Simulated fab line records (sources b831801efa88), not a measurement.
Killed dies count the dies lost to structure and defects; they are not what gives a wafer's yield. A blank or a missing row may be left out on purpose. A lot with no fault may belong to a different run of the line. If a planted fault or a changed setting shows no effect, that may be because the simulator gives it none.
Struck lot and sound lot, side by side    flow gf180mcu    16 out of 602 route steps
Sound: the wafers L336.1, L336.4, L336.5. Struck: wafers L338.3, L338.4, L338.5. The cause is named last.
Each step with rows lists, per side, the tool, then ch with its chambers, then its first start. Under that, the readings that differ: sound wafers    struck wafers    difference of the means    sigmas: that difference in standard deviations of wafers without a fault.
alike: readings whose means differ by less than 2 such deviations, and words and numbers that are the same on both sides. not compared: withheld readings, readings that some wafer has no value for, bounds like >300 that may hide the same value, and numbers for which the record gives no deviation and whose values overlap.
The two part at a step that has a row with sigmas, a row that says differs or no value, or rows on one side only. Numbers that don't overlap but have no deviation are shown without sigmas and don't part them. A reading that every wafer of one side lacks parts them only if that side has two wafers or more.

GF_V3_BOW_MEAS_05:
  sound on film_metro-01, day 27 03:41; struck on film_metro-03, day 28 01:10
  alike: V3_BOW
then, 6 steps without rows for these wafers: GF_V3_DEHYDRATE_06 (time 60 s); GF_V3_HMDS_07 (prime time 60 s); GF_V3_COAT_08; GF_V3_COAT_09 (resist thk 1000 nm); GF_V3_SOFTBAKE_10 (time 60 s); GF_V3_EXPOSE_11 (exposes mask Via3, target cd 260 nm).
GF_V3_PEB_12: peb time 94.18 s.
  sound: litho_track-01 ch 0; struck: litho_track-01 ch 0
  alike: heater_power_total_W, plate_sensor_t_centre_C, plate_sensor_t_edge_C
then, 1 step without rows for these wafers: GF_V3_DEVELOP_13 (develop time 60 s).
GF_V3_CD_MEAS_14: target cd 260 nm.
  sound on cd_sem-02, day 28 00:08; struck on cd_sem-01, day 28 20:35
  alike: cd_nm
GF_V3_OVL_MEAS_15:
  sound on overlay-02, day 28 00:16; struck on overlay-02, day 28 20:40
  alike: V3_OVL
GF_V3_ETCH_16: etches BARC in N2/H2.
  sound on rie_diel-03 ch 0,2, day 28 00:17; struck on rie_diel-03 ch 0,1,2, day 28 20:41
  alike: bias_w, chamber_pressure_mTorr, drypump_motor_current_A, n2_flow_sccm, oes_product_au, throttle_valve_pct
GF_V3_ETCH_17: etches SiO2 in C4F8/O2/Ar, stops on TiN, target depth 635 nm.
  sound on rie_diel-03 ch 0,2, day 28 00:00; struck on rie_diel-03 ch 0,1,2, day 28 20:00
  no value came back on the struck wafers for bias_w (W), chamber_pressure_mTorr (mTorr), oes_product_au (a.u.); on the sound wafers bias_w (W) reads 1205 1195 1208
GF_V3_STRIP_18: strips in O2/N2.
  sound on plasma_asher-01 ch 1, day 28 00:25; struck on plasma_asher-01 ch 0,1, day 28 20:51
reading                sound              struck             difference  sigmas
oes_product_au (a.u.)  0.588 0.597 0.591  0.663 0.665 0.671  +0.074      +18
  alike: drypump_motor_current_A, heater_power_w, n2_flow_sccm, o2_flow_sccm
  not compared: rf_hours_counter_h
then, 1 step without rows for these wafers: GF_V3_STRIP_19 (strips in post etch residue remover, time 1200 s).
-- the record jumps here: 5 days lie between the struck wafers' starts before and after (it left off in module V3 and takes up again in module PASSIVATION, whose first step shown is number 602 of the route) --
GF_PASSIVATION_PROBE_99:
  record: rows for the struck wafers here (prober-02, day 34 05:11), none for the sound ones

== WHERE THEY PART ==
Last at GF_PASSIVATION_PROBE_99 as far as this record goes, first at GF_V3_ETCH_17.

WHY: what the simulator had put in
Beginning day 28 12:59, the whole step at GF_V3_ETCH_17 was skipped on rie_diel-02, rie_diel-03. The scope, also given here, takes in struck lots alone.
